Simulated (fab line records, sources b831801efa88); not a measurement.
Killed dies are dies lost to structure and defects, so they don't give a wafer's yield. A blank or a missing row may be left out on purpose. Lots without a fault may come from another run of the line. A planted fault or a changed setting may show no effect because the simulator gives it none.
Which tool did it? | flow gf180mcu | 13 lots, 39 wafers sampled, at 5 steps of a route of 602

WHAT THE GAUGES READ, wafer by wafer
GF_SALICIDE_THK_MEAS_05: measures by xrf.
lot  | measured     | on            | SALICIDE_TIN_THK (nm)
L488 | day 15 09:25 | film_metro-02 | 19.7 19.6 19.2
L489 | day 15 15:07 | film_metro-04 | 20.3 20.2 20.0
L490 | day 16 02:33 | film_metro-02 | 19.9 20.1 20.0
L497 | day 18 17:35 | film_metro-02 | 20.2 20.5 20.2
L502 | day 20 14:47 | film_metro-04 | 20.0 20.1 20.3
L504 | day 21 00:39 | film_metro-01 | 20.3 19.8 20.1
L505 | day 21 11:46 | film_metro-01 | 20.0 20.1 20.0
L506 | day 21 20:22 | film_metro-02 | 20.3 20.3 20.3
L507 | day 22 02:34 | film_metro-01 | 20.5 20.3 20.5
L508 | day 22 15:44 | film_metro-01 | 20.4 20.2 20.1
L509 | day 22 16:02 | film_metro-02 | 20.4 20.0 20.2
L510 | day 23 03:01 | film_metro-02 | 19.7 19.6 19.6
L511 | day 23 06:20 | film_metro-01 | 20.1 20.2 19.8

GF_M1_THK_MEAS_06: measures by xrf.
lot  | measured     | on            | M1_ALCU_THK (nm)
L488 | day 16 09:37 | film_metro-01 | 457 455 443
L489 | day 16 15:35 | film_metro-02 | 450 451 449
L490 | day 17 03:30 | film_metro-01 | 451 435 436
L497 | day 19 20:50 | film_metro-02 | 435 444 432
L502 | day 21 17:34 | film_metro-01 | 450 446 449
L504 | day 22 03:04 | film_metro-02 | 454 447 453
L505 | day 22 14:03 | film_metro-01 | 450 454 451
L506 | day 22 22:04 | film_metro-02 | 458 451 454
L507 | day 23 04:35 | film_metro-02 | 454 443 452
L508 | day 23 16:55 | film_metro-03 | 450 457 452
L509 | day 23 18:02 | film_metro-02 | 455 454 454
L510 | day 24 04:07 | film_metro-03 | 440 446 446
L511 | day 24 07:58 | film_metro-02 | 443 455 452

GF_V1_THK_MEAS_01.
lot  | measured     | on            | V1_CVD_00_THK (nm)
L488 | day 17 09:04 | film_metro-01 | 600 589 606
L489 | day 17 15:04 | film_metro-04 | 617 598 607
L490 | day 18 03:19 | film_metro-03 | 595 612 603
L497 | day 20 22:22 | film_metro-01 | 588 598 595
L502 | day 22 17:26 | film_metro-04 | 600 597 598
L504 | day 23 03:05 | film_metro-01 | 609 601 605
L505 | day 23 14:09 | film_metro-04 | 603 608 628
L506 | day 23 21:49 | film_metro-03 | 619 611 619
L507 | day 24 03:39 | film_metro-01 | 588 591 594
L508 | day 24 16:14 | film_metro-03 | 607 606 614
L509 | day 24 17:05 | film_metro-03 | 599 602 602
L510 | day 25 02:56 | film_metro-01 | 617 619 609
L511 | day 25 06:34 | film_metro-01 | 584 578 590

WHICH TOOL RAN EACH LOT (tool, then ch and the chambers of the sampled wafers, then the start)
lot  | GF_CONTACT_SPUTTER_22        | GF_M1_SPUTTER_04
L488 | pvd_sputter-01, day 16 08:35 | pvd_sputter-04, day 16 09:27
L489 | pvd_sputter-01, day 16 14:34 | pvd_sputter-03, day 16 15:25
L490 | pvd_sputter-02, day 17 02:17 | pvd_sputter-01, day 17 03:19
L497 | pvd_sputter-03, day 19 19:49 | pvd_sputter-04, day 19 20:41
L502 | pvd_sputter-02, day 21 16:32 | pvd_sputter-01, day 21 17:24
L504 | pvd_sputter-02, day 22 02:02 | pvd_sputter-03, day 22 02:53
L505 | pvd_sputter-03, day 22 13:01 | pvd_sputter-03, day 22 13:53
L506 | pvd_sputter-02, day 22 21:03 | pvd_sputter-03, day 22 21:55
L507 | pvd_sputter-02, day 23 03:32 | pvd_sputter-04, day 23 04:24
L508 | pvd_sputter-01, day 23 15:54 | pvd_sputter-04, day 23 16:46
L509 | pvd_sputter-02, day 23 17:01 | pvd_sputter-03, day 23 17:52
L510 | pvd_sputter-01, day 24 02:59 | pvd_sputter-01, day 24 03:57
L511 | pvd_sputter-02, day 24 06:56 | pvd_sputter-04, day 24 07:47
- GF_CONTACT_SPUTTER_22: material Ti, target thk 15 nm, time 80.02 s.
- GF_M1_SPUTTER_04: material TiN, target thk 50 nm, time 41.7 s.

WHAT THE TOOLS THEMSELVES READ (means of the sampled wafers that have a number; where no wafer has one, the mark that the record gives instead)
GF_CONTACT_SPUTTER_22.
lot  | tool           | throttle_valve_pct (%)
L488 | pvd_sputter-01 | 30.5
L489 | pvd_sputter-01 | 30.6
L490 | pvd_sputter-02 | 30.2
L497 | pvd_sputter-03 | 29.8
L502 | pvd_sputter-02 | 28.9
L504 | pvd_sputter-02 | 29.3
L505 | pvd_sputter-03 | 29.7
L506 | pvd_sputter-02 | 30.2
L507 | pvd_sputter-02 | 29.3
L508 | pvd_sputter-01 | 30.6
L509 | pvd_sputter-02 | 29.4
L510 | pvd_sputter-01 | 30.5
L511 | pvd_sputter-02 | 29.4

GF_M1_SPUTTER_04.
lot  | tool           | throttle_valve_pct (%)
L488 | pvd_sputter-04 | 29.4
L489 | pvd_sputter-03 | 30.3
L490 | pvd_sputter-01 | 30.7
L497 | pvd_sputter-04 | 29.4
L502 | pvd_sputter-01 | 30.5
L504 | pvd_sputter-03 | 29.7
L505 | pvd_sputter-03 | 30.9
L506 | pvd_sputter-03 | 31.0
L507 | pvd_sputter-04 | 29.8
L508 | pvd_sputter-04 | 29.5
L509 | pvd_sputter-03 | 30.5
L510 | pvd_sputter-01 | 30.4
L511 | pvd_sputter-04 | 29.0

THE ANSWER, worked out from the rows above alone
Rule: what is usual is taken from the lots themselves. Put in order of their means at a reading, lots are off if they are a third of the lots or fewer, leave a main group of 4 or more, and stand apart from it by a gap of 3 or more times the standard deviation of the main group's means; of several such gaps the widest counts. A main group whose means are all the same, to the digits that the tables above print for the reading, isn't used. A lot without any number at a reading at which 4 lots or more have one is off too. The other lots that the step has rows for count as sound. The gauges are gone through in route order, then the tools' own readings, and for those a lot's mean is taken as printed above. The first step at which some lot is off is used, and at that step the reading that is off furthest; a lot without a number counts as furthest.
No lot is off at any reading shown: from this, nothing can be told.

WHAT THE SIMULATOR HAD PUT IN
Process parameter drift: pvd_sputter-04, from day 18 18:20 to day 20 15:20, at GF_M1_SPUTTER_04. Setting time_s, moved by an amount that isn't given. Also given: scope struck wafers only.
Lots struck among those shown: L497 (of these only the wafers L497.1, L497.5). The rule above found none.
